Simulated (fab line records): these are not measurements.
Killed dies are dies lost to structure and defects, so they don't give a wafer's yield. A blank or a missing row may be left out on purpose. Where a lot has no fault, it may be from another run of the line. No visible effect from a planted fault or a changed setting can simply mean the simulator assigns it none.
fab line records | flow sky130
record: lots: 14 wafers: 42 last_day: 50
route steps=708 shown METAL3@567 METAL4@600 METAL5@664
lots that met no fault: from a run of the same line without faults
start_h: hours from the record's first day to the start of the lot's first wafer shown | wait_h: time in hours since the lot's previous step | " as in the row above | L1.1+2: a single row standing in for several wafers | - no value, or no start was given | * or withheld: withheld | < > ~ a bound
route shown NAME@n: names a module that has steps shown in the file, with the first one's number in the route | usual: the fault-free wafers' mean and standard deviation | same: alike in all rows | chamber/n: place in a boat | sites: each site's reading | _std_site: how widely they spread, as a standard deviation | _edge_site: outer sites' mean less inner sites' | radius_mm: how far each site lies from the wafer's centre | mask NAME#n: copy n | behind: the last tool/chamber to shape the wafer | hold: the reason the lot was held/the length of the hold in hours/how it ended | device: the transistor (n, p or np) that didn't switch | end of line: tests run on the same wafers once the route is complete | where a step has no rows: the recipe by itself | killed: dies that structure and defects cost at the first sort, which is not the same as the wafer's yield | map: dies across one wafer; x = killed, . = not, _ = none there
set.NAME: the setting the step ran with; set.NAME@STEP: the setting that earlier step ran with | model.NAME: the simulator's own value behind a step, which no gauge read
one table for each step of the route and one row for each wafer, over a sample of lots
services: when a tool's chamber went out of use (start_h, in hours from the record's first day, below 0 if earlier), for how many hours, and the reason
== steps ==
step: SKY_METAL3_ETCH_17
recipe: target: SiO2 stop_on: TiN chemistry: C4F8/O2/Ar source_w: 1500 bias_w: 1200 pressure_mtorr: 40 c4f8_flow_sccm: withheld O2_flow_sccm: 6 Ar_flow_sccm: 300 time_s: 3.9 target_depth_a: 150
usual: oes_product_au: 0.751/0.0073
columns lot.wafer tool chamber start_h wait_h oes_product_au
L479.1 rie_diel-01 3 920.80 0.1 0.748
L479.2 " 1 " " 0.749
L479.4 " 0 " " 0.753
L481.2 rie_diel-04 1 926.03 0.1 0.747
L481.3 " 0 " " 0.752
L481.5 " 1 " " 0.747
L480.3 rie_diel-01 2 928.43 0.0 0.750
L480.4 " 3 " " 0.758
L480.5 " 1 " " 0.763
L482.1 rie_diel-04 1 939.44 0.1 0.746
L482.4 " 2 " " 0.758
L482.5 " 0 " " 0.754
L483.2 rie_diel-01 3 942.20 0.1 0.754
L483.3 " 2 " " 0.755
L483.4 " 0 " " 0.758
L484.3 rie_diel-04 3 947.19 0.0 0.751
L484.4 " 2 " " 0.749
L484.5 " 0 " " 0.754
L486.1 rie_diel-04 3 959.58 0.1 0.764
L486.2 " 0 " " 0.748
L486.3 " 1 " " 0.766
L488.1 rie_diel-01 0 972.15 0.1 0.746
L488.3 " 3 " " 0.746
L488.5 " 3 " " 0.749
L490.1 rie_diel-01 0 985.98 0.1 0.745
L490.3 " 1 " " 0.753
L490.5 " 0 " " 0.772
L496.1 rie_diel-01 2 1018.86 0.1 0.742
L496.2 " 0 " " 0.741
L496.4 " 1 " " 0.758
L498.2 rie_diel-01 2 1033.09 0.1 0.744
L498.3 " 3 " " 0.736
L498.4 " 1 " " 0.747
L499.2 rie_diel-04 3 1040.25 0.1 0.761
L499.5 " 2 " " 0.754
L499.6 " 3 " " 0.756
L501.4 rie_diel-01 1 1053.93 0.0 0.763
L501.5 " 3 " " 0.750
L501.6 " 0 " " 0.753
L502.1 rie_diel-01 1 1061.49 0.1 0.746
L502.3 " 0 " " 0.749
L502.4 " 0 " " 0.747
step: SKY_METAL4_SPUTTER_02
recipe: material: AlCu target_thk_nm: 735 power_w: 10600 time_s: 39.1 chamber_pressure_pa: 0.4
usual: throttle_valve_pct: 30.4/1.2
columns lot.wafer tool chamber start_h wait_h throttle_valve_pct
L479.1 pvd_sputter-04 - 948.45 0.0 30.0
L479.2 " - " " 28.3
L479.4 " - " " 32.0
L481.2 pvd_sputter-02 - 952.73 0.0 31.0
L481.3 " - " " 28.8
L481.5 " - " " 31.3
L480.3 pvd_sputter-01 - 955.58 0.0 27.8
L480.4 " - " " 31.1
L480.5 " - " " 31.5
L482.1 pvd_sputter-04 - 966.35 0.0 29.7
L482.4 " - " " 28.4
L482.5 " - " " 32.0
L483.2 pvd_sputter-04 - 969.09 0.0 31.9
L483.3 " - " " 28.2
L483.4 " - " " 32.1
L484.3 pvd_sputter-04 - 974.36 0.0 32.0
L484.4 " - " " 32.0
L484.5 " - " " 28.4
L486.1 pvd_sputter-01 - 986.40 0.0 31.6
L486.2 " - " " 31.0
L486.3 " - " " 27.8
L488.1 pvd_sputter-02 - 998.97 0.0 31.2
L488.3 " - " " 29.2
L488.5 " - " " 32.1
L490.1 pvd_sputter-02 - 1011.87 0.0 32.3
L490.3 " - " " 30.5
L490.5 " - " " 30.6
L496.1 pvd_sputter-04 - 1045.42 0.0 29.7
L496.2 " - " " 28.3
L496.4 " - " " 29.7
L498.2 pvd_sputter-04 - 1058.22 0.0 29.7
L498.3 " - " " 31.9
L498.4 " - " " 29.7
L499.2 pvd_sputter-04 - 1065.87 0.0 29.6
L499.5 " - " " 32.3
L499.6 " - " " 29.9
L501.4 pvd_sputter-04 - 1078.73 0.0 31.8
L501.5 " - " " 28.5
L501.6 " - " " 32.0
L502.1 pvd_sputter-02 - 1087.19 0.0 31.3
L502.3 " - " " 30.4
L502.4 " - " " 32.1
step: SKY_METAL4_DESCUM_15
recipe: chemistry: O2 source_power_w: 150 bias_power_w: 0 pressure_mtorr: 10 temp_c: 40 time_s: 8
usual: drypump_motor_current_A: 5.6/0.41 oes_product_au: 0.998/0.0061
columns lot.wafer tool chamber start_h wait_h drypump_motor_current_A oes_product_au rf_hours_counter_h
L479.1 rie_metal-01 0 997.12 0.0 5.9 1.000 13
L479.2 " 1 " " 6.1 0.996 18
L479.4 " 1 " " 6.1 0.986 -
L481.2 rie_metal-01 1 1001.09 0.0 6.1 0.989 18
L481.3 " 1 " " 6.1 0.989 -
L481.5 " 1 " " 6.1 1.004 -
L480.3 rie_metal-03 1 1003.00 0.0 6.2 1.005 -
L480.4 " 0 " " 5.4 1.001 -
L480.5 " 1 " " 6.2 1.006 -
L482.1 rie_metal-03 0 1013.77 0.0 5.4 0.991 12
L482.4 " 1 " " 6.2 1.001 -
L482.5 " 1 " " 6.2 1.000 -
L483.2 rie_metal-01 0 1017.09 0.0 5.9 1.005 14
L483.3 " 1 " " 6.1 0.988 -
L483.4 " 0 " " 5.9 1.013 -
L484.3 rie_metal-04 0 1020.33 0.0 5.6 0.993 -
L484.4 " 1 " " 5.1 1.003 -
L484.5 " 1 " " 5.1 0.998 -
L486.1 rie_metal-04 0 1033.29 0.0 5.6 1.003 14
L486.2 " 1 " " 5.1 1.008 10
L486.3 " 0 " " 5.6 1.002 -
L488.1 rie_metal-03 1 1044.90 0.0 6.2 1.002 9
L488.3 " 1 " " 6.2 1.009 -
L488.5 " 1 " " 6.2 0.999 -
L490.1 rie_metal-03 1 1058.60 0.0 6.2 0.997 10
L490.3 " 1 " " 6.2 0.998 -
L490.5 " 0 " " 5.4 0.993 -
L496.1 rie_metal-03 1 1091.90 0.0 6.2 1.006 11
L496.2 " 0 " " 5.4 0.999 15
L496.4 " 0 " " 5.4 0.995 -
L498.2 rie_metal-04 1 1102.07 0.0 5.0 1.008 16
L498.3 " 1 " " 5.1 0.999 -
L498.4 " 0 " " 5.6 1.002 -
L499.2 rie_metal-04 0 1108.90 0.0 5.6 1.001 20
L499.5 " 0 " " 5.6 1.000 -
L499.6 " 1 " " 5.1 1.005 -
L501.4 rie_metal-04 1 1121.50 0.0 5.1 0.992 -
L501.5 " 1 " " 5.0 0.996 -
L501.6 " 0 " " 5.6 0.998 -
L502.1 rie_metal-04 1 1129.12 0.0 5.1 0.996 18
L502.3 " 1 " " 5.0 0.996 -
L502.4 " 0 " " 5.5 0.997 -
step: SKY_METAL4_METAL_ETCH_18
recipe: target_depth_a: 8450 stop_on: SiO2 over_etch_frac: 0.3 time_s: 183.1 chemistry: Cl2/BCl3 resist_sidewall_deg: 88 pressure_mtorr: 10 icp_w: 900 bias_w: 48.5 Cl2_flow_sccm: 60 bcl3_flow_sccm: 30
usual: drypump_motor_current_A: 5.8/0.37 oes_product_au: 0.866/0.006 throttle_valve_pct: 22.264/0.0088
columns lot.wafer tool chamber start_h wait_h drypump_motor_current_A oes_product_au rf_hours_counter_h throttle_valve_pct
L479.1 rie_metal-03 0 997.27 0.0 5.4 0.859 11 22.267
L479.2 " 1 " " 6.1 0.870 7 22.270
L479.4 " 0 " " 5.4 0.859 - 22.268
L481.2 rie_metal-04 0 1001.24 0.0 5.6 0.871 12 22.261
L481.3 " 0 " " 5.6 0.864 - 22.255
L481.5 " 1 " " 5.0 0.868 - 22.265
L480.3 rie_metal-01 1 1003.19 0.1 6.1 0.871 - 22.270
L480.4 " 0 " " 5.9 0.864 - 22.267
L480.5 " 0 " " 5.9 0.866 - 22.268
L482.1 rie_metal-04 1 1013.92 0.0 5.1 0.866 9 22.263
L482.4 " 1 " " 5.1 0.857 - 22.257
L482.5 " 0 " " 5.6 0.864 - 22.258
L483.2 rie_metal-04 1 1017.28 0.0 5.1 0.867 10 22.251
L483.3 " 0 " " 5.6 0.869 - 22.257
L483.4 " 1 " " 5.1 0.864 - 22.257
L484.3 rie_metal-01 0 1020.53 0.1 5.9 0.863 - 22.261
L484.4 " 1 " " 6.1 0.858 - 22.273
L484.5 " 1 " " 6.1 0.861 - 22.267
L486.1 rie_metal-01 1 1033.44 0.0 6.1 0.863 20 22.267
L486.2 " 0 " " 5.9 0.865 16 22.244
L486.3 " 1 " " 6.1 0.865 - 22.253
L488.1 rie_metal-04 1 1045.05 0.0 5.1 0.959 12 22.263
L488.3 " 1 " " 5.1 0.868 - 22.269
L488.5 " 0 " " 5.6 0.869 - 22.256
L490.1 rie_metal-01 0 1058.75 0.0 5.9 0.964 17 22.261
L490.3 " 0 " " 5.9 0.858 - 22.256
L490.5 " 0 " " 5.9 0.867 - 22.263
L496.1 rie_metal-01 1 1092.05 0.0 6.1 0.853 24 22.264
L496.2 " 0 " " 5.9 0.864 20 22.280
L496.4 " 1 " " 6.1 0.858 - 22.281
L498.2 rie_metal-03 1 1102.22 0.0 6.2 0.861 12 22.254
L498.3 " 0 " " 5.4 0.857 - 22.261
L498.4 " 1 " " 6.2 0.861 - 22.275
L499.2 rie_metal-03 0 1109.05 0.0 5.4 0.864 17 22.255
L499.5 " 1 " " 6.2 0.863 - 22.262
L499.6 " 0 " " 5.4 0.860 - 22.264
L501.4 rie_metal-01 1 1121.70 0.1 6.1 0.864 - 22.256
L501.5 " 0 " " 5.9 0.865 - 22.267
L501.6 " 1 " " 6.1 0.855 - 22.265
L502.1 rie_metal-01 0 1129.27 0.0 5.9 0.865 23 22.266
L502.3 " 0 " " 5.9 0.872 - 22.280
L502.4 " 1 " " 6.1 0.865 - 22.270
step: SKY_METAL5_SPUTTER_03
recipe: material: Ti target_thk_nm: 5 power_w: 3000 time_s: 3.3 chamber_pressure_pa: 0.4
usual: throttle_valve_pct: 30.2/1.4
columns lot.wafer tool chamber start_h wait_h throttle_valve_pct
L479.1 pvd_sputter-04 - 1022.93 0.0 28.3
L479.2 " - " " 29.4
L479.4 " - " " 29.8
L481.2 pvd_sputter-03 - 1026.61 0.0 31.5
L481.3 " - " " 33.1
L481.5 " - " " 29.5
L480.3 pvd_sputter-04 - 1028.93 0.0 28.0
L480.4 " - " " 29.7
L480.5 " - " " 29.9
L482.1 pvd_sputter-04 - 1039.08 0.0 29.7
L482.4 " - " " 32.0
L482.5 " - " " 29.4
L483.2 pvd_sputter-01 - 1042.76 0.0 30.0
L483.3 " - " " 30.9
L483.4 " - " " 31.5
L484.3 pvd_sputter-01 - 1045.97 0.0 30.1
L484.4 " - " " 31.4
L484.5 " - " " 30.2
L486.1 pvd_sputter-03 - 1058.64 0.0 33.1
L486.2 " - " " 29.2
L486.3 " - " " 29.5
L488.1 pvd_sputter-01 - 1070.19 0.0 30.0
L488.3 " - " " 27.6
L488.5 " - " " 31.2
L490.1 pvd_sputter-03 - 1083.54 0.0 28.9
L490.3 " - " " 33.2
L490.5 " - " " 31.3
L496.1 pvd_sputter-01 - 1115.21 0.0 31.1
L496.2 " - " " 30.2
L496.4 " - " " 31.2
L498.2 pvd_sputter-01 - 1125.79 0.0 30.0
L498.3 " - " " 27.7
L498.4 " - " " 31.3
L499.2 pvd_sputter-04 - 1130.79 0.0 28.3
L499.5 " - " " 29.6
L499.6 " - " " 29.8
L501.4 pvd_sputter-04 - 1143.71 0.0 29.4
L501.5 " - " " 28.3
L501.6 " - " " 29.6
L502.1 pvd_sputter-04 - 1150.79 0.0 31.7
L502.3 " - " " 29.8
L502.4 " - " " 29.6
== services ==
columns tool chamber start_h hours kind
rie_metal-03 1 897.38 2.3 repair
rie_metal-04 1 925.21 2.4 repair
rie_diel-04 3 926.03 2.5 repair
pvd_sputter-01 - 932.95 8.8 repair
rie_diel-04 1 942.69 9.0 repair
rie_diel-04 0 943.96 3.2 repair
rie_diel-04 0 947.57 4.6 repair
rie_diel-01 - 955.43 2.8 pm
pvd_sputter-01 - 957.74 1.2 repair
rie_diel-04 - 963.83 0.5 repair
rie_diel-04 1 971.85 3.9 repair
rie_diel-04 2 973.46 4.2 repair
rie_metal-04 1 975.93 7.1 repair
pvd_sputter-01 - 988.33 20.5 repair
rie_metal-03 - 1025.77 2.8 pm
rie_metal-03 - 1030.18 14.6 pm
rie_metal-01 - 1055.58 0.8 repair
rie_diel-01 3 1059.85 4.8 repair
rie_diel-04 3 1070.92 5.0 repair
rie_metal-03 - 1081.79 5.9 repair
rie_diel-04 - 1098.04 0.7 repair
rie_metal-01 - 1104.86 2.8 pm
rie_diel-04 3 1132.54 9.9 repair
rie_diel-01 3 1143.54 4.0 repair
== key ==
first_sign: step: SKY_METAL4_METAL_ETCH_18 reading: oes_product_au direction: up sigmas: 16 usual: 0.866 struck: 0.962
effect none on later readings
met_at SKY_METAL4_SPUTTER_02
struck_lots L488,L490
struck_wafers L488.1,L490.1
sort_left_out L490.1
not_acting_at SKY_METAL3_ETCH_17,SKY_METAL4_DESCUM_15,SKY_METAL5_SPUTTER_03
onset_between 952.73 998.97
fault: kind: process_parameter_drift tool: pvd_sputter-02 chamber: - onset_h: 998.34 steps: SKY_METAL4_SPUTTER_02 channel: time_s offset: * shape: step end_h: 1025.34 scope: struck_wafers_only acts_in: * stated: *
sort_left_out: the simulated sort isn't trusted on such a fault, so these wafers' sort isn't shown, and their yield isn't known
